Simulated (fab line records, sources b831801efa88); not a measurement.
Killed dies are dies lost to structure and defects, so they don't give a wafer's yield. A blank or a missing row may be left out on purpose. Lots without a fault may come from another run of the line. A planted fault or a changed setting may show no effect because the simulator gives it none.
Which tool did it? | flow sky130 | 14 lots, 42 wafers sampled, at 2 steps of a route of 708

WHAT THE GAUGES READ, wafer by wafer
SKY_POLY_GATE_THK_MEAS_21. Usual: POLY_GATE_OXIDATION_THK 4.00 nm, standard deviation 0.071.
lot  | measured     | on            | POLY_GATE_OXIDATION_THK (nm) | flag
L480 | day 17 04:39 | film_metro-01 | 4.02 3.99 4.02               |
L482 | day 17 18:53 | film_metro-02 | 4.06 4.05 4.09               |
L483 | day 18 03:14 | film_metro-02 | 4.09 4.11 4.09               |
L485 | day 19 11:11 | film_metro-02 | 3.96 3.93 3.88               |
L490 | day 20 19:38 | film_metro-04 | 3.90 3.93 3.94               |
L491 | day 21 08:14 | film_metro-02 | 3.94 4.00 3.97               |
L492 | day 21 15:10 | film_metro-02 | 3.91 3.91 3.87               |
L493 | day 21 17:46 | film_metro-02 | 3.92 3.91 3.91               |
L494 | day 22 02:56 | film_metro-02 | 3.99 3.91 3.87               |
L495 | day 22 14:37 | film_metro-01 | 4.09 4.00 4.04               |
L496 | day 22 21:41 | film_metro-01 | 4.05 4.02 4.05               |
L498 | day 23 13:03 | film_metro-01 | 4.06 4.04 4.05               |
L499 | day 23 22:05 | film_metro-04 | 3.99 4.08 3.94               |
L500 | day 24 07:35 | film_metro-04 | 3.85 3.88 3.90               |

SKY_LDD_P_TW_MEAS_11. Usual: LDD_P_TW 640, standard deviation 4.
lot  | measured     | on            | LDD_P_TW    | flag
L480 | day 19 19:10 | film_metro-03 | 639 646 640 |
L482 | day 20 09:58 | film_metro-01 | 636 643 638 |
L483 | day 20 18:24 | film_metro-03 | 645 646 646 |
L485 | day 22 03:18 | film_metro-02 | 643 638 636 |
L490 | day 23 12:17 | film_metro-03 | 644 646 644 |
L491 | day 24 00:27 | film_metro-03 | 645 645 638 |
L492 | day 24 06:18 | film_metro-01 | 636 640 638 |
L493 | day 24 08:44 | film_metro-01 | 640 637 640 |
L494 | day 24 18:38 | film_metro-03 | 644 647 642 |
L495 | day 25 05:53 | film_metro-01 | 634 636 634 |
L496 | day 25 13:30 | film_metro-02 | 637 635 635 |
L498 | day 26 03:55 | film_metro-02 | 638 638 638 |
L499 | day 26 11:48 | film_metro-02 | 636 640 638 |
L500 | day 26 21:01 | film_metro-01 | 634 637 638 |

WHICH TOOL RAN EACH LOT (tool, then ch and the chambers of the sampled wafers, then the start)
The record holds no process step before these readings.

WHAT THE TOOLS THEMSELVES READ (means of the sampled wafers that have a number; where no wafer has one, the mark that the record gives instead)
The record holds no such reading with a usual standard deviation.

THE ANSWER, worked out from the rows above alone
Rule: a lot is off if the mean of its wafers that have a number lies more than 3 standard deviations from the usual mean. A lot without any number at a reading at which 4 lots or more have one is off too. The other lots that the step has rows for count as sound. The gauges are gone through in route order, then the tools' own readings, and for those a lot's mean is taken as printed above. The first step at which some lot is off is used, and at that step the reading that is off furthest; a lot without a number counts as furthest.
No lot is off at any reading shown: from this, nothing can be told.

WHAT THE SIMULATOR HAD PUT IN
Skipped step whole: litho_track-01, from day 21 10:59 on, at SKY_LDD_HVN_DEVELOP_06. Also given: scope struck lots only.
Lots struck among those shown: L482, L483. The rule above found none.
